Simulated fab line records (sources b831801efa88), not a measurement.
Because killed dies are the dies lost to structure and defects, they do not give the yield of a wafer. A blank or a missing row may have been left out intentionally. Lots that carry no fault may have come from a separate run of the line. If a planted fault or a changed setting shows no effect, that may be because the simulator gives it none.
The same fault as seen by 2 desks    flow gf180mcu    each desk holds nothing but its own numbers, with what lay behind them at the end

== FROM THE METROLOGY DESK ==
What the gauges read for every lot (on any tool): the sampled wafers with a number, averaged. A lot is out of limits, marked OUT, if its mean lies more than 4 standard deviations from the usual mean; the brackets give that distance.
Columns: A = cd-nm at GF_PSD_CD_MEAS_07, usual 399.1 nm; B = NSD_RS at GF_PSD_RS_MEAS_14, usual 46.14 ohm/sq; C = PSD_RS at GF_PSD_RS_MEAS_15, usual 108.54 ohm/sq
lot   first seen here  A      B                C
L110  day 14 14:47     395.3  46.16            108.39
L111  day 14 17:13     398.0  46.12            108.47
L112  day 15 11:29     399.5  46.19            109.10
L116  day 17 01:55     401.3  46.18            108.62
L115  day 17 11:19     402.9  46.19            108.91
L117  day 17 20:28     397.3  46.12            108.37
L118  day 18 06:25     402.0  46.11            108.44
L120  day 18 21:19     398.4  46.22            108.56
L121  day 19 01:33     398.2  40.48 (-74) OUT  92.27 (-58) OUT
L122  day 19 04:40     397.6  40.46 (-74) OUT  92.43 (-58) OUT
L126  day 20 07:07     399.3  46.19            108.98
L132  day 22 18:42     399.1  46.17            108.34
This desk's result: L121, L122 out of limits, first on L121 (NSD_RS at GF_PSD_RS_MEAS_14), day 19 02:09. In limits: L110, L111, L112, L116, L115, L117, L118, L120, L126, L132.

== FOR THE TOOL OWNER'S DESK: rtp-anneal-02 ==
Per lot that ran on this tool, the mean of the sampled wafers carrying a number, from the tool's own readings at GF_PSD_RTA_13 (time 20 s). A lot is out of limits, marked OUT, if its mean lies more than 4 standard deviations from the usual mean; the brackets give that distance.
Columns: A = lamp-power-pct at GF_PSD_RTA_13, usual 35.1 %; B = wafer_temp_C_max at GF_PSD_RTA_13, usual 1028.5
lot   first seen here  A     B
L111  day 14 17:44     37.5  1029.0
L112  day 15 12:01     37.6  1028.8
L115  day 17 11:50     37.6  1029.8
L120  day 18 21:50     37.6  1029.7
L121  day 19 02:03     41.6  1068.9 (+34) OUT
L122  day 19 05:10     41.6  1068.9 (+34) OUT
This desk finds L121, L122 out of limits, L121 being first, at day 19 02:03 (wafer_temp_C_max at GF_PSD_RTA_13). In limits: L111, L112, L115, L120.

== PUT TOGETHER ==
An alarm could have come from the tool owner's desk at day 19 02:03, on L121, L122.
An alarm was possible from the metrology desk at day 19 02:09, on L121, L122.
Of the lots named, all ran GF_PSD_RTA_13 on rtp-anneal-02.

== WHAT THE SIMULATOR HAD PUT IN ==
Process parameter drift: rtp-anneal-02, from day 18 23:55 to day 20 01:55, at GF_PSD_RTA_13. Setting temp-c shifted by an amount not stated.
Lots struck among those shown: L121, L122.
Delay (hours) between the fault's onset and each desk's first out-of-limits reading: 2 at the tool owner's desk, 2 at the metrology desk.
